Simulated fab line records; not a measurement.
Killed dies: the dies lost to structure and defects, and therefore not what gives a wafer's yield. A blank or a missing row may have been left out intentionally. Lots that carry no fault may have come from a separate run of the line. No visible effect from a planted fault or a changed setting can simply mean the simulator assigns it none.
A single fault, viewed from 2 desks / flow gf180mcu / what lay behind the numbers comes last; until then each desk has only its own

== THE TOOL OWNER'S DESK: litho track-02 ==
Per lot that ran on this tool, the mean of the sampled wafers carrying a number, from the tool's own readings at GF_V1_SOFTBAKE_10 (time 60 s). Marked OUT: a lot whose mean sits more than 4 standard deviations from the usual mean, which makes it out of limits; the brackets give that distance.
Columns: A = heater power total W at GF_V1_SOFTBAKE_10, usual 93.05 W; B = run length s at GF_V1_SOFTBAKE_10, usual 89.03 s
lot=L220; first seen here=day 20 10:00; A=93.03; B=89.25
lot=L223; first seen here=day 21 11:00; A=93.08; B=89.25
lot=L225; first seen here=day 22 12:00; A=93.04; B=89.18
lot=L226; first seen here=day 22 18:00; A=93.08; B=89.16
lot=L230; first seen here=day 23 23:00; A=109.10 (+99 or more) OUT; B=65.63 (-99 or more) OUT
lot=L231; first seen here=day 24 06:00; A=109.10 (+99 or more) OUT; B=65.65 (-99 or more) OUT
This desk's verdict: out of limits on L230, L231, starting with L230 at day 23 23:00 (heater power total W at GF_V1_SOFTBAKE_10). In limits: L220, L223, L225, L226.

== METROLOGY DESK ==
Means of the sampled wafers that have a number, per lot and without regard to the tool the lot ran on: this is what the gauges read. Marked OUT: a lot whose mean sits more than 4 standard deviations from the usual mean, which makes it out of limits; the brackets give that distance.
Columns: A = cd nm at GF_V1_CD_MEAS_14, usual 260.0 nm
lot=L214; first seen here=day 18 09:40; A=258.5
lot=L216; first seen here=day 19 05:07; A=260.6
lot=L217; first seen here=day 19 16:29; A=259.1
lot=L219; first seen here=day 20 12:16; A=258.9
lot=L220; first seen here=day 20 23:09; A=260.5
lot=L221; first seen here=day 21 08:13; A=260.0
lot=L222; first seen here=day 21 19:42; A=258.6
lot=L223; first seen here=day 21 23:15; A=260.6
lot=L225; first seen here=day 23 00:31; A=256.6
lot=L226; first seen here=day 23 06:08; A=261.0
lot=L230; first seen here=day 24 10:40; A=251.8 (-5.5) OUT
lot=L231; first seen here=day 24 18:05; A=254.2
This desk's verdict: out of limits on L230, starting with L230 at day 24 10:40 (cd nm at GF_V1_CD_MEAS_14). In limits: L214, L216, L217, L219, L220, L221, L222, L223, L225, L226, L231.

== ALL TOGETHER ==
An alarm could have come from the tool owner's desk at day 23 23:00, on L230, L231.
Metrology desk: alarm possible at day 24 10:40 on L230.
The metrology desk has L231 on record, within its limits.
Every lot named ran GF_V1_SOFTBAKE_10 on litho track-02.

== WHAT THE SIMULATOR PUT IN ==
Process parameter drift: litho track-02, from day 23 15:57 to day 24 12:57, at GF_V1_SOFTBAKE_10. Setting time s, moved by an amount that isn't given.
Lots struck among those shown: L230, L231.
Time in hours from fault onset to the first out-of-limits reading at each desk: tool owner's desk 7, metrology desk 19.
